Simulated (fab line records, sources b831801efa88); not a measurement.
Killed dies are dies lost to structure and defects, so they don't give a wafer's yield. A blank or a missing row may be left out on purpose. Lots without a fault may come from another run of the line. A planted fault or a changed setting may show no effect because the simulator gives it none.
Chamber matching | flow sky130 | SKY_METAL3_ETCH_17 on rie_diel-01: 4 sister chambers
The step etches SiO2 in C4F8/O2/Ar, stops on TiN, time 3.9 s, target depth 15 nm. 4 wafers are shown with their chamber, then 9 later ones without.

WAFERS WITH THEIR CHAMBER
wafer  | chamber | oes_product_au (a.u.)
L084.3 | 1       | 0.750
L089.1 | 0       | 0.747
L089.3 | 2       | 0.745
L089.4 | 3       | 0.757

WAFERS WITHOUT THEIR CHAMBER
wafer  | oes_product_au (a.u.)
L093.1 | 0.747
L093.2 | 0.753
L093.3 | 0.750
L096.1 | 0.761
L096.2 | 0.745
L096.5 | 0.754
L097.2 | 0.758
L097.4 | 0.763
L097.5 | 0.761

WHICH CHAMBER EACH WENT THROUGH
wafer  | from the rows above               | in truth
L093.1 | can't be placed: 0 or 2 or 1      | 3
L093.2 | can't be placed: 1 or 3 or 0 or 2 | 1
L093.3 | can't be placed: 1 or 0 or 2      | 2
L096.1 | 3                                 | 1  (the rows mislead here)
L096.2 | can't be placed: 2 or 0 or 1      | 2
L096.5 | can't be placed: 3 or 1 or 0 or 2 | 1
L097.2 | 3                                 | 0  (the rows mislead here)
L097.4 | 3                                 | 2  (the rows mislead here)
L097.5 | 3                                 | 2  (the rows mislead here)
Placed correctly: 0 of 9. Can't be placed from these rows: 5 (the true chamber is among the candidates in 4). Placed wrongly: 4.
How it was worked out, from the rows above alone: a wafer's distance from a chamber is the root of the sum, over the readings, of the square of ((its reading less the chamber's mean) divided by the reading's scatter). The wafer belongs to the nearest chamber; if the next one is less than 2 further off, it can't be placed. A chamber's mean is the mean of its shown wafers. The scatter: with one shown wafer a chamber, the root of the mean of the squares of how far each hidden wafer lies from its nearest shown one.
